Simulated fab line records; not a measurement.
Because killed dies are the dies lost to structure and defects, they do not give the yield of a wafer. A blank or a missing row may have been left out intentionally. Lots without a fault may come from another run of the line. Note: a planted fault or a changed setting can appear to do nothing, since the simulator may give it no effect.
Struck lot and sound lot, side by side | flow sky130 | 33 steps out of a route of 708
Sound: the wafers L646.1, L646.4, L646.5. The struck wafers were L639.4, L639.5, L639.6. The cause is given at the end.
Per side, at each step with rows, come the tool, then ch with its chambers, and then its first start. Under that, the readings that differ: sound wafers | struck wafers | difference of the means | sigmas: that difference in standard deviations of wafers without a fault.
alike: readings whose means differ by less than 2 such deviations, and words and numbers that are the same on both sides. not compared: withheld readings, readings that some wafer has no value for, bounds like >300 that may hide the same value, and numbers for which the record gives no deviation and whose values overlap.
A row with sigmas, a row that says differs or no value, or rows on one side alone: a step with any of these is where the two part. Numbers that have no deviation but don't overlap get no sigmas and don't part them. A reading missing from all wafers of one side parts the sides only when that side holds two or more wafers.

first, 5 steps without rows for these wafers: SKY_POLY_CUT_COAT_03 (resist thk 450 nm); SKY_POLY_CUT_SOFTBAKE_04 (time 90 s); SKY_POLY_CUT_EXPOSE_05 (exposes mask NPCM, target cd 270 nm); SKY_POLY_CUT_PEB_06; SKY_POLY_CUT_DEVELOP_07 (develop time 60 s).
SKY_POLY_CUT_CD_MEAS_08: target cd 270 nm.
  sound: cd_sem-02 at day 28 18:03; struck: cd_sem-01 at day 25 17:16
  alike: cd_nm
SKY_POLY_CUT_OVL_MEAS_09:
  sound: overlay-02 at day 28 18:10; struck: overlay-01 at day 25 17:21
  alike: POLY_CUT_OVL
SKY_POLY_CUT_ETCH_10: etches BARC in N2/H2, stops on SiO2, time 45.9 s, target depth 60 nm.
  sound on rie_diel-01 ch 0,1, day 28 18:13; struck on rie_diel-04 ch 2,3, day 25 17:22
  alike: drypump_motor_current_A, oes_product_au, rf_fwd_power_W, throttle_valve_pct
  not compared: rf_hours_counter_h
SKY_POLY_CUT_ETCH_11: etches Si3N4 in CF4/CH2F2/Ar, stops on poly-Si, time 42.5 s, target depth 60 nm.
  sound on rie_diel-01 ch 0,1, day 28 18:15; struck on rie_diel-04 ch 2,3, day 25 17:25
  alike: drypump_motor_current_A, oes_product_au, rf_fwd_power_W, throttle_valve_pct
  not compared: rf_hours_counter_h
SKY_POLY_CUT_STRIP_12: strips in O2/N2.
  sound on plasma_asher-03 ch 0,1, day 28 18:17; struck on plasma_asher-03 ch 0,1, day 25 17:29
  alike: drypump_motor_current_A, oes_product_au, strip_time_to_endpoint_s
  not compared: rf_hours_counter_h
then, 2 steps without rows for these wafers: SKY_SD_P_DEHYDRATE_00 (time 60 s); SKY_SD_P_HMDS_01 (prime time 60 s).
SKY_SD_P_COAT_02: resist thk 1140 nm.
  sound on litho_track-04 ch 0, day 29 08:13; struck on litho_track-04, day 26 07:38
  no value came back on the struck wafers for chill_plate_temp_C (C), dispense_pressure_kPa (kPa); on the sound wafers chill_plate_temp_C (C) reads 23.12 23.07 22.97
then, 4 steps without rows for these wafers: SKY_SD_P_SOFTBAKE_03 (time 60 s); SKY_SD_P_EXPOSE_04 (exposes mask PSDM, target cd 380 nm); SKY_SD_P_PEB_05; SKY_SD_P_DEVELOP_06 (develop time 60 s).
SKY_SD_P_CD_MEAS_07: target cd 380 nm.
  sound: cd_sem-02 at day 29 22:37; struck: cd_sem-02 at day 26 21:55
  reading    | sound             | struck | difference                    | sigmas
  cd_nm (nm) | 379.0 374.7 377.6 | - - -  | no value on the struck wafers |
SKY_SD_P_OVL_MEAS_08:
  sound: overlay-02 at day 29 22:44; struck: overlay-02 at day 26 21:59
  reading       | sound          | struck | difference                    | sigmas
  SD_P_OVL (nm) | -0.4 -1.8 -2.9 | - - -  | no value on the struck wafers |
after that, 1 step had no rows for these wafers: SKY_SD_P_IMPLANT_09.
SKY_SD_P_STRIP_10: strips in O2/N2.
  sound on plasma_asher-01 ch 0,1, day 29 22:55; struck on plasma_asher-01 ch 0,1, day 26 22:11
  no value came back on the struck wafers for oes_product_au (a.u.), strip_time_to_endpoint_s (s); on the sound wafers oes_product_au (a.u.) reads 0.617 0.618 0.617
  alike: drypump_motor_current_A
  not compared: rf_hours_counter_h
SKY_SD_P_TW_MEAS_11:
  sound: film_metro-01 at day 29 23:01; struck: film_metro-01 at day 26 22:17
  alike: SD_P_TW
then, 8 steps without rows for these wafers: SKY_RES_XHIGH_DEHYDRATE_00 (time 60 s); SKY_RES_XHIGH_HMDS_01 (prime time 60 s); SKY_RES_XHIGH_COAT_02 (resist thk 1140 nm); SKY_RES_XHIGH_SOFTBAKE_03 (time 60 s); SKY_RES_XHIGH_EXPOSE_04 (exposes mask URPM, target cd 1270 nm); SKY_RES_XHIGH_PEB_05; SKY_RES_XHIGH_DEVELOP_06 (develop time 60 s); SKY_RES_XHIGH_IMPLANT_07.
SKY_RES_XHIGH_STRIP_08: strips in O2/N2.
  sound on plasma_asher-02 ch 0,1, day 31 01:52; struck on plasma_asher-01 ch 0,1, day 28 03:20
  alike: drypump_motor_current_A, oes_product_au, strip_time_to_endpoint_s
  not compared: rf_hours_counter_h
SKY_RES_XHIGH_TW_MEAS_09:
  sound: film_metro-02 at day 31 01:58; struck: film_metro-02 at day 28 03:26
  reading      | sound          | struck         | difference | sigmas
  RES_XHIGH_TW | 1654 1654 1661 | 2890 2893 2886 | +1233      | +82
then, 1 step without rows for these wafers: SKY_SD_N_DEHYDRATE_00 (time 60 s).

== WHERE THEY PART ==
Earliest at SKY_SD_P_COAT_02; latest, in this record, at SKY_RES_XHIGH_TW_MEAS_09.

WHY: whatever the simulator had introduced
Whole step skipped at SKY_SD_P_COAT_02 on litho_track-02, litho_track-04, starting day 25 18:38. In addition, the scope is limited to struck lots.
